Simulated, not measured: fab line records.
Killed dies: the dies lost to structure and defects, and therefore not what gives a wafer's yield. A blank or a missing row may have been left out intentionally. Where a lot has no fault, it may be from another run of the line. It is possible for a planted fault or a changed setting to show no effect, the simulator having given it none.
What tool caused it? | flow sky130 | 18 wafers from 6 lots sampled at 2 of the route's 708 steps

== WHAT EACH GAUGE READ, for each wafer ==
SKY_SONOS_ONO_CD_MEAS_13: the cd target is 410 nm.
lot  | measured     | on        | cd-nm (nm)
L424 | day 14 11:38 | cd-sem-01 | 409.4 412.3 411.2
L427 | day 15 19:29 | cd-sem-02 | 409.2 410.4 407.5
L430 | day 16 12:20 | cd-sem-01 | 407.5 405.7 406.2
L433 | day 17 10:12 | cd-sem-01 | 407.7 407.5 408.5
L435 | day 17 18:20 | cd-sem-01 | 408.5 408.1 409.3
L439 | day 19 00:34 | cd-sem-01 | 395.0 392.8 391.8 394.9 392.1 391.9

== WHAT TOOL EACH LOT RAN ON (gives the tool, then ch and the chambers of the sampled wafers, and finally the start) ==
lot  | SKY_SONOS_ONO_DEVELOP_12
L424 | litho-track-03 ch 0, day 14 11:29
L427 | litho-track-04 ch 0, day 15 19:20
L430 | litho-track-01 ch 0, day 16 12:11
L433 | litho-track-03 ch 0, day 17 10:04
L435 | litho-track-03 ch 0, day 17 18:11
L439 | litho-track-03 ch 0, day 19 00:25
- SKY_SONOS_ONO_DEVELOP_12: develop time 60 s.

== THE ANSWER, worked out from the rows above alone ==
Rule: the lots themselves supply what counts as usual. Put in order of their means at a reading, lots are off if they are a third of the lots or fewer, leave a main group of 4 or more, and stand apart from it by a gap of 3 or more times the standard deviation of the main group's means; of several such gaps the widest counts. If all means in a main group match to the digits the tables above print for the reading, that group is not used. A lot without any number at a reading at which 4 lots or more have one is off too. All remaining lots with rows at the step are treated as sound.
Off: L439 (SKY_SONOS_ONO_CD_MEAS_13, cd-nm). The main group has a mean of 408.6 nm with a standard deviation of 1.5.
A tool fits if, at a process step before that reading, it ran every lot that is off, and no sound lot after the first of them. Gauges at SKY_SONOS_ONO_CD_MEAS_13: tried the same way as those tools. 2 tools fit, litho-track-03 at SKY_SONOS_ONO_DEVELOP_12 and cd-sem-01 at SKY_SONOS_ONO_CD_MEAS_13, so this cannot tell which one it is.

== WHAT HAD BEEN PUT IN BY THE SIMULATOR ==
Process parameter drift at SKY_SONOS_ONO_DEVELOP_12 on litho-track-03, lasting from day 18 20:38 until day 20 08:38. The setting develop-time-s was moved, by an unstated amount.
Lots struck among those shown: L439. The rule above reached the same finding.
